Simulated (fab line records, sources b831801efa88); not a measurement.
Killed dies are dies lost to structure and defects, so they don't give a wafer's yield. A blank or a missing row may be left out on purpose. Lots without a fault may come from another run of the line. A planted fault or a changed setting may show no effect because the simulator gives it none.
A struck lot beside a sound one | flow sfq_line | 14 steps out of a route of 325
Sound: wafers L482.1, L482.3, L482.6. Struck: wafers L472.3, L472.5, L472.6. The cause comes at the end.
At each step with rows: each side's tool, then ch and its chambers, then its first start. Under that, the readings that differ: sound wafers | struck wafers | difference of the means | sigmas: that difference in standard deviations of wafers without a fault.
alike: readings whose means differ by less than 2 such deviations, and words and numbers that are the same on both sides. not compared: withheld readings, readings that some wafer has no value for, bounds like >300 that may hide the same value, and numbers for which the record gives no deviation and whose values overlap.
The two part at a step that has a row with sigmas, a row that says differs or no value, or rows on one side only. Numbers that don't overlap but have no deviation are shown without sigmas and don't part them. A reading that every wafer of one side lacks parts them only if that side has two wafers or more.

first, 1 step without rows for these wafers: SFQ_TRILAYER_M2_STRIP_SOLV_CLEAN_062 (cleans in NMP, time 600 s).
SFQ_TRILAYER_I2_DEP_PECVD_063: deposits SiO2 from SiH4/N2O, time 111.11 s, target thk 500 nm.
  sound on pecvd-03 ch 0,1, day 26 18:23; struck on pecvd-02 ch 0,1,2, day 22 07:59
  reading                | sound          | struck         | difference | sigmas
  throttle_valve_pct (%) | 26.4 26.6 25.1 | 23.5 25.2 23.7 | -1.9       | -2
  alike: heater_power_w
SFQ_TRILAYER_I2_CMP_CMP_064: polishes SiO2.
  sound on cmp-01 ch 0,1,2, day 27 01:37; struck on cmp-02 ch 1,2, day 22 15:49
  alike: motor_current_A, time_to_endpoint_s
SFQ_I2_BOW_MEAS_917:
  sound on film_metro-01, day 27 03:37; struck on film_metro-02, day 22 18:21
  alike: I2_BOW
SFQ_TRILAYER_I2_METRO_MEASURE_065:
  sound on film_metro-01, day 27 03:44; struck on film_metro-02, day 22 18:50
  alike: thk_nm
then, 6 steps without rows for these wafers: SFQ_TRILAYER_I2_VIA_LITHO_COAT_072 (resist thk 62 nm); SFQ_TRILAYER_I2_VIA_LITHO_COAT_067 (resist thk 650 nm); SFQ_TRILAYER_I2_VIA_LITHO_SOFTBAKE_071; SFQ_TRILAYER_I2_VIA_LITHO_EXPOSE_068 (exposes mask I2, target cd 500 nm); SFQ_TRILAYER_I2_VIA_LITHO_PEB_070 (peb time 60 s); SFQ_TRILAYER_I2_VIA_LITHO_DEVELOP_069 (time 60 s).
-- the record jumps here: 3 days lie between the struck wafers' starts before and after --
SFQ_I2_OVL_MEAS_918:
  sound on overlay-02, day 29 16:53; struck on overlay-02, day 26 00:59
  alike: I2_OVL
SFQ_TRILAYER_I2_VIA_BARC_OPEN_VIA_ETCH_096: etches BARC in O2, target depth 125 nm, time 41.7 s.
  sound on rie_diel-02 ch 1,3, day 29 16:56; struck on rie_diel-04 ch 0,1,2, day 26 01:00
  reading                        | sound                | struck               | difference | sigmas
  chamber_pressure_mTorr (mTorr) | 29.983 30.005 30.004 | 35.999 36.012 35.980 | +6.000     | +99 or more
  alike: drypump_motor_current_A, oes_product_au
  not compared: rf_hours_counter_h
SFQ_TRILAYER_I2_VIA_ETCH_VIA_ETCH_070: etches SiO2 in CHF3, stops on Nb, target depth 260 nm.
  sound on rie_diel-02 ch 1,3, day 29 16:58; struck on rie_diel-04 ch 0,1,2, day 26 01:02
  alike: chamber_pressure_mTorr, drypump_motor_current_A, oes_product_au

WHERE THEY PART
First at SFQ_TRILAYER_I2_DEP_PECVD_063; last, within this record, at SFQ_TRILAYER_I2_VIA_BARC_OPEN_VIA_ETCH_096. Later steps at which nothing parts them and some readings are alike: SFQ_TRILAYER_I2_VIA_ETCH_VIA_ETCH_070.

WHY: what the simulator had put in
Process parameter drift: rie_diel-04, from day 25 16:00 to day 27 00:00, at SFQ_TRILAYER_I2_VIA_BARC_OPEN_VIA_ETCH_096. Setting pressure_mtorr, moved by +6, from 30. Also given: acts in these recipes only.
